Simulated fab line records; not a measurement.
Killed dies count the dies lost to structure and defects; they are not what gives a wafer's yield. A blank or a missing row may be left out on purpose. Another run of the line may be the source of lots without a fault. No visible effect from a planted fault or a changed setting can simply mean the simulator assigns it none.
fab line records + flow sky130
[record]
- lots = 14
- wafers = 42
- last_day = 50
route steps=708 shown VIA1@473 METAL2@496
lots that met no fault: taken from a fault-free run of the same line
start_h: hours from the record's first day to the start of the lot's first wafer shown + wait_h: hours since the lot's step before + " identical to the entry in the row above + L1.1+2: one row covering several wafers at once + - value missing, or start not given + * or withheld: withheld + < > ~ a bound
route shown NAME@n: NAME is a module with steps in the file, n the number in the route of the first one + usual: average and standard deviation across the fault-free wafers + same: alike in all rows + chamber/n: place in a boat + sites: per-site readings + _std_site: the values' standard deviation + _edge_site: the outer-site mean with the inner-site mean subtracted + radius_mm: for every site, how far away it sits from the centre of the wafer + mask NAME#n: copy n + behind: tool/chamber where the wafer was last shaped + hold: why the lot went on hold/how many hours it stayed there/how the hold came to an end + device: transistor that didn't switch, given as n, p or np + end of line: tests of these same wafers at the route's end + a step given without rows: its recipe and nothing more + killed: not the wafer's yield, but the dies lost to structure and defects at the first sort + map: a wafer's dies, x killed, . not, _ none there
set.NAME: setting as actually run; set.NAME@STEP: the setting as run at that earlier step + model.NAME: the simulator's own value behind a step, which no gauge read
the route's steps for a sample of lots (tables are steps, rows are wafers)
services: a tool's chamber out of use, with start hour (start_h, from the record's first day; less than 0 if before it), hours out, and reason
[[steps]]
[step SKY_VIA1_ETCH_15]
[recipe]
- target = SiO2
- chemistry = C4F8/O2/Ar
- target_depth_nm = 351
- stop_on = TiN
- mask_material = KrF-thick
- source_w = 1500
- bias_w = 1200
- pressure_mtorr = 40
- c4f8_flow_sccm = withheld
- O2_flow_sccm = 6
- Ar_flow_sccm = 300
- time_s = 54
[usual]
- oes_product_au = 0.982/0.0061
| lot.wafer | tool        | chamber | start_h | wait_h | oes_product_au | rf_hours_counter_h |
|-----------|-------------|---------|---------|--------|----------------|--------------------|
| L753.2    | rie_diel-01 | 3       | 807.94  | 0.0    | 0.986          | 11                 |
| L753.4    | "           | 0       | "       | "      | 0.989          | 21                 |
| L753.5    | "           | 2       | "       | "      | 0.984          | -                  |
| L754.2    | rie_diel-03 | 2       | 824.91  | 0.0    | 0.977          | 1                  |
| L754.3    | "           | 1       | "       | "      | 0.986          | 6                  |
| L754.6    | "           | 1       | "       | "      | 0.984          | -                  |
| L756.2    | rie_diel-03 | 0       | 844.99  | 0.0    | 0.984          | 9                  |
| L756.5    | "           | 1       | "       | "      | 0.985          | -                  |
| L756.6    | "           | 0       | "       | "      | 0.985          | -                  |
| L755.3    | rie_diel-04 | 1       | 846.24  | 0.0    | 0.984          | 16                 |
| L755.4    | "           | 3       | "       | "      | 0.982          | 13                 |
| L755.5    | "           | 1       | "       | "      | 0.991          | -                  |
| L757.2    | rie_diel-01 | 2       | 851.59  | 0.0    | 0.975          | 25                 |
| L757.4    | "           | 0       | "       | "      | 0.984          | 22                 |
| L757.6    | "           | 1       | "       | "      | 0.973          | -                  |
| L758.1    | rie_diel-04 | 2       | 853.14  | 0.0    | 0.985          | 12                 |
| L758.4    | "           | 1       | "       | "      | 0.979          | -                  |
| L758.5    | "           | 3       | "       | "      | 0.983          | -                  |
| L766.1    | rie_diel-03 | 0       | 902.04  | 0.0    | 0.980          | 11                 |
| L766.5    | "           | 1       | "       | "      | 0.977          | -                  |
| L766.6    | "           | 2       | "       | "      | 0.988          | -                  |
| L767.1    | rie_diel-04 | 2       | 916.71  | 0.0    | 0.984          | 14                 |
| L767.5    | "           | 0       | "       | "      | 0.990          | -                  |
| L767.6    | "           | 3       | "       | "      | 0.979          | -                  |
| L769.1    | rie_diel-04 | 1       | 928.54  | 0.0    | 0.994          | 19                 |
| L769.2    | "           | 0       | "       | "      | 0.983          | 6                  |
| L769.6    | "           | 3       | "       | "      | 0.975          | -                  |
| L770.1    | rie_diel-04 | 3       | 935.99  | 0.0    | 0.978          | 16                 |
| L770.2    | "           | 1       | "       | "      | 0.992          | 19                 |
| L770.4    | "           | 2       | "       | "      | 0.976          | 15                 |
| L772.3    | rie_diel-01 | 1       | 947.26  | 0.0    | 0.979          | 18                 |
| L772.4    | "           | 1       | "       | "      | 0.979          | -                  |
| L772.5    | "           | 0       | "       | "      | 0.988          | -                  |
| L771.1    | rie_diel-03 | 1       | 948.89  | 0.0    | 0.978          | 10                 |
| L771.3    | "           | 0       | "       | "      | 0.984          | 12                 |
| L771.6    | "           | 3       | "       | "      | 0.976          | -                  |
| L773.2    | rie_diel-04 | 0       | 958.31  | 0.0    | 0.979          | 7                  |
| L773.3    | "           | 2       | "       | "      | 0.974          | 15                 |
| L773.4    | "           | 2       | "       | "      | 0.984          | -                  |
| L774.3    | rie_diel-03 | 3       | 963.61  | 0.0    | 0.975          | 3                  |
| L774.4    | "           | 2       | "       | "      | 0.995          | 4                  |
| L774.5    | "           | 3       | "       | "      | 0.978          | -                  |
[step SKY_VIA1_RS_MEAS_22]
[recipe]
- thk_meas_gauge = four-point-probe
- reads = W_of_VIA1_CVD_21+TiN_of_VIA1_SPUTTER_20
[usual]
- VIA1_W_RS = 0.424/0.0041
| lot.wafer | tool          | chamber | start_h | wait_h | VIA1_W_RS[ohm/sq] |
|-----------|---------------|---------|---------|--------|-------------------|
| L753.2    | film_metro-03 | -       | 808.95  | 0.1    | 0.428             |
| L753.4    | "             | -       | "       | "      | 0.428             |
| L753.5    | "             | -       | "       | "      | 0.430             |
| L754.2    | film_metro-03 | -       | 825.73  | 0.1    | 0.424             |
| L754.3    | "             | -       | "       | "      | 0.423             |
| L754.6    | "             | -       | "       | "      | 0.424             |
| L756.2    | film_metro-04 | -       | 845.80  | 0.1    | 0.423             |
| L756.5    | "             | -       | "       | "      | 0.418             |
| L756.6    | "             | -       | "       | "      | 0.421             |
| L755.3    | film_metro-04 | -       | 847.11  | 0.1    | 0.421             |
| L755.4    | "             | -       | "       | "      | 0.426             |
| L755.5    | "             | -       | "       | "      | 0.422             |
| L757.2    | film_metro-03 | -       | 852.41  | 0.1    | 0.433             |
| L757.4    | "             | -       | "       | "      | 0.429             |
| L757.6    | "             | -       | "       | "      | 0.420             |
| L758.1    | film_metro-02 | -       | 853.96  | 0.1    | 0.427             |
| L758.4    | "             | -       | "       | "      | 0.425             |
| L758.5    | "             | -       | "       | "      | 0.423             |
| L766.1    | film_metro-03 | -       | 903.35  | 0.2    | 0.419             |
| L766.5    | "             | -       | "       | "      | 0.417             |
| L766.6    | "             | -       | "       | "      | 0.420             |
| L767.1    | film_metro-03 | -       | 917.55  | 0.1    | 0.416             |
| L767.5    | "             | -       | "       | "      | 0.413             |
| L767.6    | "             | -       | "       | "      | 0.422             |
| L769.1    | film_metro-04 | -       | 929.37  | 0.1    | 0.422             |
| L769.2    | "             | -       | "       | "      | 0.422             |
| L769.6    | "             | -       | "       | "      | 0.426             |
| L770.1    | film_metro-03 | -       | 936.82  | 0.1    | 0.416             |
| L770.2    | "             | -       | "       | "      | 0.428             |
| L770.4    | "             | -       | "       | "      | 0.418             |
| L772.3    | film_metro-03 | -       | 948.10  | 0.1    | 0.429             |
| L772.4    | "             | -       | "       | "      | 0.424             |
| L772.5    | "             | -       | "       | "      | 0.424             |
| L771.1    | film_metro-04 | -       | 949.69  | 0.1    | 0.424             |
| L771.3    | "             | -       | "       | "      | 0.426             |
| L771.6    | "             | -       | "       | "      | 0.426             |
| L773.2    | film_metro-03 | -       | 959.25  | 0.1    | 0.421             |
| L773.3    | "             | -       | "       | "      | 0.422             |
| L773.4    | "             | -       | "       | "      | 0.419             |
| L774.3    | film_metro-02 | -       | 964.45  | 0.1    | 0.426             |
| L774.4    | "             | -       | "       | "      | 0.423             |
| L774.5    | "             | -       | "       | "      | 0.422             |
[step SKY_METAL2_PEB_13]
[recipe]
- peb_temp_c = withheld
- peb_time_s = withheld
- resist = KrF-thick
[usual]
- chill_plate_temp_C = *
- exhaust_pa = 45.0/0.8
| lot.wafer | tool           | chamber | start_h | wait_h | chill_plate_temp_C | exhaust_pa |
|-----------|----------------|---------|---------|--------|--------------------|------------|
| L753.2    | litho_track-03 | 0       | 835     | -      | *                  | 44.3       |
| L753.4    | "              | 0       | "       | "      | *                  | 44.6       |
| L753.5    | "              | 0       | "       | "      | *                  | 44.9       |
| L754.2    | litho_track-03 | 0       | 852     | -      | *                  | 45.6       |
| L754.3    | "              | 0       | 853     | -      | *                  | 45.9       |
| L754.6    | "              | 0       | "       | "      | *                  | 44.9       |
| L756.2    | litho_track-04 | 0       | 872     | -      | *                  | 45.0       |
| L756.5    | "              | 0       | "       | "      | *                  | 45.7       |
| L756.6    | "              | 0       | "       | "      | *                  | 45.6       |
| L755.3    | litho_track-02 | 0       | 873     | -      | *                  | 45.0       |
| L755.4    | "              | 0       | "       | "      | *                  | 45.2       |
| L755.5    | "              | 0       | "       | "      | *                  | 44.9       |
| L757.2    | litho_track-03 | -       | 877     | -      | -                  | -          |
| L757.4    | "              | -       | "       | "      | -                  | -          |
| L757.6    | "              | -       | 878     | -      | -                  | -          |
| L758.1    | litho_track-03 | -       | 878     | -      | -                  | -          |
| L758.4    | "              | -       | 879     | -      | -                  | -          |
| L758.5    | "              | -       | "       | "      | -                  | -          |
| L766.1    | litho_track-03 | 0       | 928     | -      | *                  | 45.4       |
| L766.5    | "              | 0       | "       | "      | *                  | 44.4       |
| L766.6    | "              | 0       | "       | "      | *                  | 44.7       |
| L767.1    | litho_track-04 | 0       | 943     | -      | *                  | 44.0       |
| L767.5    | "              | 0       | "       | "      | *                  | 45.3       |
| L767.6    | "              | 0       | "       | "      | *                  | 44.6       |
| L769.1    | litho_track-04 | 0       | 954     | -      | *                  | 46.7       |
| L769.2    | "              | 0       | "       | "      | *                  | 45.1       |
| L769.6    | "              | 0       | "       | "      | *                  | 45.3       |
| L770.1    | litho_track-04 | 0       | 961     | -      | *                  | 45.0       |
| L770.2    | "              | 0       | "       | "      | *                  | 45.8       |
| L770.4    | "              | 0       | "       | "      | *                  | 45.7       |
| L772.3    | litho_track-03 | 0       | 973     | -      | *                  | 45.4       |
| L772.4    | "              | 0       | "       | "      | *                  | 45.9       |
| L772.5    | "              | 0       | "       | "      | *                  | 44.3       |
| L771.1    | litho_track-03 | 0       | 975     | -      | *                  | 44.7       |
| L771.3    | "              | 0       | "       | "      | *                  | 44.5       |
| L771.6    | "              | 0       | "       | "      | *                  | 44.8       |
| L773.2    | litho_track-04 | 0       | 983     | -      | *                  | 46.2       |
| L773.3    | "              | 0       | "       | "      | *                  | 46.2       |
| L773.4    | "              | 0       | "       | "      | *                  | 44.6       |
| L774.3    | litho_track-03 | 0       | 988     | -      | *                  | 44.6       |
| L774.4    | "              | 0       | "       | "      | *                  | 46.3       |
| L774.5    | "              | 0       | "       | "      | *                  | 44.8       |
[step SKY_METAL2_OVL_MEAS_16]
[usual]
- METAL2_OVL = -5/5.4
| lot.wafer | tool       | chamber | start_h | wait_h | METAL2_OVL[nm] |
|-----------|------------|---------|---------|--------|----------------|
| L753.2    | overlay-02 | -       | 835.67  | 0.1    | -6             |
| L753.4    | "          | -       | "       | "      | -3             |
| L753.5    | "          | -       | "       | "      | -4             |
| L754.2    | overlay-01 | -       | 853.42  | 0.1    | -6             |
| L754.3    | "          | -       | "       | "      | -5             |
| L754.6    | "          | -       | "       | "      | -11            |
| L756.2    | overlay-01 | -       | 872.61  | 0.1    | -2             |
| L756.5    | "          | -       | "       | "      | -4             |
| L756.6    | "          | -       | "       | "      | -8             |
| L755.3    | overlay-02 | -       | 873.73  | 0.1    | -1             |
| L755.4    | "          | -       | "       | "      | 2              |
| L755.5    | "          | -       | "       | "      | -2             |
| L757.2    | overlay-01 | -       | 878.37  | 0.1    | -              |
| L757.4    | "          | -       | "       | "      | -              |
| L757.6    | "          | -       | "       | "      | -              |
| L758.1    | overlay-02 | -       | 879.41  | 0.1    | -              |
| L758.4    | "          | -       | "       | "      | -              |
| L758.5    | "          | -       | "       | "      | -              |
| L766.1    | overlay-01 | -       | 929.06  | 0.1    | -8             |
| L766.5    | "          | -       | "       | "      | -13            |
| L766.6    | "          | -       | "       | "      | -15            |
| L767.1    | overlay-02 | -       | 943.71  | 0.1    | -4             |
| L767.5    | "          | -       | "       | "      | -10            |
| L767.6    | "          | -       | "       | "      | -8             |
| L769.1    | overlay-02 | -       | 954.86  | 0.1    | -16            |
| L769.2    | "          | -       | "       | "      | -12            |
| L769.6    | "          | -       | "       | "      | -11            |
| L770.1    | overlay-01 | -       | 961.96  | 0.1    | 4              |
| L770.2    | "          | -       | "       | "      | -2             |
| L770.4    | "          | -       | "       | "      | -5             |
| L772.3    | overlay-02 | -       | 973.77  | 0.1    | -11            |
| L772.4    | "          | -       | "       | "      | -12            |
| L772.5    | "          | -       | "       | "      | -7             |
| L771.1    | overlay-02 | -       | 975.51  | 0.1    | 2              |
| L771.3    | "          | -       | "       | "      | 0              |
| L771.6    | "          | -       | "       | "      | -4             |
| L773.2    | overlay-01 | -       | 983.72  | 0.1    | -1             |
| L773.3    | "          | -       | "       | "      | 3              |
| L773.4    | "          | -       | "       | "      | -3             |
| L774.3    | overlay-02 | -       | 989.12  | 0.1    | 7              |
| L774.4    | "          | -       | "       | "      | 1              |
| L774.5    | "          | -       | "       | "      | 1              |
[[services]]
| tool        | chamber | start_h | hours | kind                          |
|-------------|---------|---------|-------|-------------------------------|
| rie_diel-03 | -       | 805.48  | 0.4   | repair                        |
| rie_diel-03 | 3       | 812.19  | -     | clean                         |
| rie_diel-03 | 3       | 812.19  | 12.7  | scheduled_down                |
| rie_diel-03 | 3       | 812.19  | 12.7  | vent_cycle                    |
| rie_diel-01 | -       | 812.72  | 1.2   | repair                        |
| rie_diel-04 | 3       | 820.54  | 7.2   | repair                        |
| rie_diel-03 | -       | 827.33  | 0.4   | repair                        |
| rie_diel-04 | 0       | 851.15  | 15.5  | repair                        |
| rie_diel-03 | 2       | 852.89  | 19.1  | repair                        |
| rie_diel-01 | 1       | 898.92  | 19.5  | repair                        |
| rie_diel-04 | -       | 910.42  | 2.1   | repair                        |
| rie_diel-01 | -       | 912.76  | 14.6  | pm                            |
| rie_diel-01 | 2       | 927.36  | -     | clean                         |
| rie_diel-01 | 2       | 927.36  | -     | consumable_replace:showerhead |
| rie_diel-01 | 2       | 927.36  | 34.3  | scheduled_down                |
| rie_diel-01 | 2       | 927.36  | 34.3  | vent_cycle                    |
| rie_diel-01 | 1       | 927.38  | 7.2   | repair                        |
| rie_diel-03 | 3       | 937.43  | 8.2   | repair                        |
| rie_diel-04 | 3       | 956.49  | 8.2   | repair                        |
| rie_diel-04 | 2       | 965.59  | 30.5  | repair                        |
| rie_diel-04 | 0       | 983.80  | 3.0   | repair                        |
[[key]]
[first_sign]
- step = SKY_METAL2_PEB_13
- reading = tool_record
- direction = missing
effect none on later readings
met_at SKY_METAL2_PEB_13
struck_lots L757,L758
later_rows_left_out L757.2,L757.4,L757.6,L758.1,L758.4,L758.5
sort_left_out L757.2,L757.4,L757.6,L758.1,L758.4,L758.5
not_acting_at SKY_VIA1_ETCH_15,SKY_VIA1_RS_MEAS_22,SKY_METAL2_OVL_MEAS_16
onset_between 852 877
[fault]
- kind = skipped_step_whole
- tool = litho_track-03
- chamber = -
- onset_h = 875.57
- steps = SKY_METAL2_PEB_13
- scope = struck_lots_only
// sort_left_out: the simulated sort isn't trusted on such a fault, so these wafers' sort isn't shown, and their yield isn't known
// later_rows_left_out: the simulator's readings of these wafers behind a module that went badly wrong aren't trusted and aren't shown, but for the sort
